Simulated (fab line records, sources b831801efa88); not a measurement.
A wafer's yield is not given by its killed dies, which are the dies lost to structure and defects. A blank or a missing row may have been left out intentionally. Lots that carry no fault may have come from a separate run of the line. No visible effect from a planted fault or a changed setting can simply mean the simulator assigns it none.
Matching of chambers + flow gf180mcu + 4 sister chambers for GF_V1_CMP_04 on cmp-02
The step polishes SiO2. 4 wafers are shown with their chamber, then 7 later ones without.

== EACH WAFER AND ITS CHAMBER ==
| wafer  | chamber | motor_current_A (A) |
|--------|---------|---------------------|
| L684.1 | 0       | 11.3                |
| L686.4 | 1       | 9.2                 |
| L690.3 | 2       | 14.2                |
| L690.4 | 3       | 10.9                |

== WAFERS WITH NO CHAMBER GIVEN ==
| wafer  | motor_current_A (A) |
|--------|---------------------|
| L690.6 | 14.4                |
| L691.2 | 11.3                |
| L691.3 | 9.8                 |
| L691.6 | 11.0                |
| L696.1 | 9.6                 |
| L696.5 | 9.6                 |
| L696.6 | 14.5                |

== EACH ONE'S CHAMBER ==
| wafer  | from the rows above     | in truth |
|--------|-------------------------|----------|
| L690.6 | 2                       | 2        |
| L691.2 | can't be placed: 0 or 3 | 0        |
| L691.3 | can't be placed: 1 or 3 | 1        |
| L691.6 | can't be placed: 3 or 0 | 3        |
| L696.1 | 1                       | 1        |
| L696.5 | 1                       | 1        |
| L696.6 | 2                       | 2        |
Correctly placed: 4 of 7. Unplaceable from these rows: 3, with the true chamber sitting among the candidates in 3. Wrongly placed: 0.
How it was worked out, from the rows above alone: a wafer's distance from a chamber is the root of the sum, over the readings, of the square of ((its reading less the chamber's mean) divided by the reading's scatter). The wafer belongs to the nearest chamber; if the next one is less than 2 further off, it can't be placed. A chamber's mean is the mean of its shown wafers. The scatter (one wafer shown for each chamber): square how far every hidden wafer sits from the nearest shown wafer, average those squares and take the square root.
